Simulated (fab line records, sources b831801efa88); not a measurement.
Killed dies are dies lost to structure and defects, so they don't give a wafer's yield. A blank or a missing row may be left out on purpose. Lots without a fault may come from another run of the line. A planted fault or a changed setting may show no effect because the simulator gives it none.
Chamber matching | flow sky130 | SKY_LI_CONTACT_ETCH_15 on rie_diel-02: 4 sister chambers
The step etches PSG in C4F8/O2/Ar, stops on Si, target depth 600 nm. 4 wafers are shown with their chamber, then 11 later ones without.

WAFERS WITH THEIR CHAMBER
wafer  | chamber | oes_product_au (a.u.)
L084.1 | 1       | 0.838
L084.6 | 0       | 0.839
L088.3 | 3       | 0.830
L091.1 | 2       | 0.842

WAFERS WITHOUT THEIR CHAMBER
wafer  | oes_product_au (a.u.)
L091.3 | 0.846
L091.6 | 0.836
L093.2 | 0.836
L093.3 | 0.836
L093.4 | 0.835
L095.1 | 0.839
L095.4 | 0.830
L095.5 | 0.831
L097.1 | 0.831
L097.3 | 0.833
L097.4 | 0.841

WHICH CHAMBER EACH WENT THROUGH
wafer  | from the rows above               | in truth
L091.3 | can't be placed: 2 or 0 or 1      | 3
L091.6 | can't be placed: 1 or 0 or 2 or 3 | 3
L093.2 | can't be placed: 1 or 0 or 2 or 3 | 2
L093.3 | can't be placed: 1 or 0 or 2 or 3 | 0
L093.4 | can't be placed: 1 or 0 or 3 or 2 | 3
L095.1 | can't be placed: 0 or 1 or 2      | 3
L095.4 | 3                                 | 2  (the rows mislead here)
L095.5 | 3                                 | 3
L097.1 | 3                                 | 3
L097.3 | can't be placed: 3 or 1 or 0      | 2
L097.4 | can't be placed: 2 or 0 or 1      | 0
Placed correctly: 2 of 11. Can't be placed from these rows: 8 (the true chamber is among the candidates in 5). Placed wrongly: 1.
How it was worked out, from the rows above alone: a wafer's distance from a chamber is the root of the sum, over the readings, of the square of ((its reading less the chamber's mean) divided by the reading's scatter). The wafer belongs to the nearest chamber; if the next one is less than 2 further off, it can't be placed. A chamber's mean is the mean of its shown wafers. The scatter: with one shown wafer a chamber, the root of the mean of the squares of how far each hidden wafer lies from its nearest shown one.
